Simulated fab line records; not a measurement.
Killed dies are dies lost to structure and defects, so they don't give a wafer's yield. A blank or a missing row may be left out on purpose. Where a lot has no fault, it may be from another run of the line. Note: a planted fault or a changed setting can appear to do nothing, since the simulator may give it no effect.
Which tool is to blame? || flow sky130 || 18 wafers from 6 lots sampled at 2 of the route's 708 steps

WHAT EACH GAUGE READ, for each wafer
SKY_PWDE_TW_MEAS_10.
{"lot": "L828", "measured": "day 4 07:10", "on": "film-metro-01", "PWDE_TW": "379.9 381.6 380.4"}
{"lot": "L830", "measured": "day 4 14:25", "on": "film-metro-04", "PWDE_TW": "377.1 376.0 376.9"}
{"lot": "L835", "measured": "day 5 18:38", "on": "film-metro-01", "PWDE_TW": "379.9 378.3 379.4"}
{"lot": "L841", "measured": "day 7 08:25", "on": "film-metro-04", "PWDE_TW": "367.8 368.0 368.2"}
{"lot": "L847", "measured": "day 8 16:16", "on": "film-metro-04", "PWDE_TW": "375.5 376.2 375.2"}
{"lot": "L850", "measured": "day 9 11:04", "on": "film-metro-01", "PWDE_TW": "379.3 379.4 379.5"}

TOOL THAT RAN EACH LOT (tool first, then ch and the chambers of the sampled wafers, then the start)
{"lot": "L828", "SKY_PWDE_IMPLANT_08": "implanter-02 ch 0, day 4 06:55"}
{"lot": "L830", "SKY_PWDE_IMPLANT_08": "implanter-02 ch 0, day 4 14:10"}
{"lot": "L835", "SKY_PWDE_IMPLANT_08": "implanter-02 ch 0, day 5 18:25"}
{"lot": "L841", "SKY_PWDE_IMPLANT_08": "implanter-02 ch 0, day 7 08:10"}
{"lot": "L847", "SKY_PWDE_IMPLANT_08": "implanter-01 ch 0, day 8 16:02"}
{"lot": "L850", "SKY_PWDE_IMPLANT_08": "implanter-01 ch 0, day 9 10:50"}
- SKY_PWDE_IMPLANT_08

THE ANSWER, worked out from the rows above alone
Rule: usual is defined by the lots themselves. Put in order of their means at a reading, lots are off if they are a third of the lots or fewer, leave a main group of 4 or more, and stand apart from it by a gap of 3 or more times the standard deviation of the main group's means; of several such gaps the widest counts. A main group is skipped when, at the precision printed for the reading in the tables above, its means are all equal. Also off: a lot with no number at a reading for which 4 or more lots have one. All remaining lots with rows at the step are treated as sound.
Off: L841, at SKY_PWDE_TW_MEAS_10 (PWDE_TW). Mean 378.3 and standard deviation 1.9 in the main group.
A tool fits if, at a process step before that reading, it ran every lot that is off, and no sound lot after the first of them. Gauges at SKY_PWDE_TW_MEAS_10: tried the same way as those tools. One fits: implanter-02 at SKY_PWDE_IMPLANT_08. A fault onset in the window from L835 (day 5 18:25, its last sound lot) to L841 (day 7 08:10, its first lot off) fits.

WHAT HAD BEEN PUT IN BY THE SIMULATOR
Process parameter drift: implanter-02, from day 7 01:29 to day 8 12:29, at SKY_PWDE_IMPLANT_08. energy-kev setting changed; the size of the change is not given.
Shown lots that were struck: L841. The rule above found the same.
